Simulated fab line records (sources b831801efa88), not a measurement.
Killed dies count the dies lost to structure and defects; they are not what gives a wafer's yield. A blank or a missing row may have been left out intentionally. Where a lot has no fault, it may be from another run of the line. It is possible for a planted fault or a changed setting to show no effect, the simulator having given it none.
The tool behind it: which one?	flow gf180mcu	Sampling: 24 lots, 72 wafers, 2 of 602 route steps

== WHAT THE GAUGES SHOWED, per wafer ==
GF_M1_OVL_MEAS_15.
lot	measured	on	M1_OVL (nm)
L074	day 16 22:19	overlay-01	-4 -8 -8
L075	day 17 09:37	overlay-02	-3 1 -1
L076	day 17 16:27	overlay-02	3 8 -3
L077	day 17 23:24	overlay-02	2 0 5
L078	day 18 14:58	overlay-02	2 7 8
L079	day 19 04:19	overlay-02	-6 -21 -13
L080	day 19 10:47	overlay-02	6 -1 4
L081	day 19 20:59	overlay-02	-6 -11 -5
L082	day 20 18:01	overlay-01	-6 -9 -1
L083	day 21 00:37	overlay-01	4 0 -3
L084	day 21 01:16	overlay-01	7 6 4
L086	day 21 17:31	overlay-02	1 4 6
L085	day 21 18:53	overlay-01	-1 0 -3
L087	day 22 09:33	overlay-01	3 1 0
L088	day 22 18:04	overlay-02	-7 -6 -2
L089	day 22 18:41	overlay-02	8 4 6
L090	day 23 04:34	overlay-02	3 1 1
L091	day 23 13:46	overlay-02	-5 -10 2
L092	day 23 22:37	overlay-01	3 16 11
L094	day 24 07:19	overlay-01	5 5 5
L093	day 24 09:28	overlay-01	-3 0 -3
L095	day 24 15:52	overlay-01	-12 -5 0
L096	day 24 19:31	overlay-01	-9 -3 3
L097	day 25 03:19	overlay-01	1 4 4

GF_V1_OVL_MEAS_15.
lot	measured	on	V1_OVL (nm)
L074	day 17 22:13	overlay-01	3 1 1
L075	day 18 10:10	overlay-02	-6 0 -1
L076	day 18 17:04	overlay-02	-12 -2 -11
L077	day 19 00:43	overlay-02	1 -12 -7
L078	day 19 16:52	overlay-02	-3 0 13
L079	day 20 05:47	overlay-02	-1 -5 1
L080	day 20 11:55	overlay-01	0 8 6
L081	day 20 22:22	overlay-01	0 0 -2
L082	day 21 19:19	overlay-01	9 3 1
L083	day 22 01:37	overlay-01	1 5 2
L084	day 22 02:34	overlay-01	4 0 -4
L086	day 22 18:08	overlay-01	-1 6 1
L085	day 22 19:29	overlay-01	7 -1 0
L087	day 23 10:16	overlay-01	1 0 -6
L088	day 23 17:58	overlay-01	6 5 11
L089	day 23 18:37	overlay-01	-2 -6 -1
L090	day 24 05:07	overlay-01	6 8 11
L091	day 24 14:10	overlay-02	-7 -1 -3
L092	day 24 21:49	overlay-01	-5 2 5
L094	day 25 07:13	overlay-02	5 2 1
L093	day 25 08:25	overlay-02	-3 0 -6
L095	day 25 15:34	overlay-01	1 0 4
L096	day 25 17:52	overlay-01	5 8 18
L097	day 26 01:49	overlay-01	0 -1 0

== WHAT TOOL EACH LOT RAN ON (gives the tool, then ch and the chambers of the sampled wafers, and finally the start) ==
The record holds no process step before these readings.

== AS READ BY THE TOOLS THEMSELVES (means over the sampled wafers that have a number; for cases with no such wafer, the mark the record gives instead) ==
The record holds no such reading with a usual standard deviation.

== THE ANSWER, worked out from the rows above alone ==
Rule: the usual values come from the lots themselves. The widest of any qualifying gaps counts: lots, ordered by their means at a reading, are off when they make up no more than a third of the lots, leave a main group of 4 or more, and stand apart from it by 3 or more times the standard deviation of that group's means. The tables above print the reading to a certain number of digits; a main group whose means all agree to those digits is not used. A lot without any number at a reading at which 4 lots or more have one is off too. Any other lot the step has rows for is counted as sound. The gauges are gone through in route order, then the tools' own readings, and for those a lot's mean is taken as printed above. The first step at which some lot is off is used, and at that step the reading that is off furthest; a lot without a number counts as furthest.
None of the lots is off at any reading shown; this tells nothing.

== WHAT THE SIMULATOR PUT IN ==
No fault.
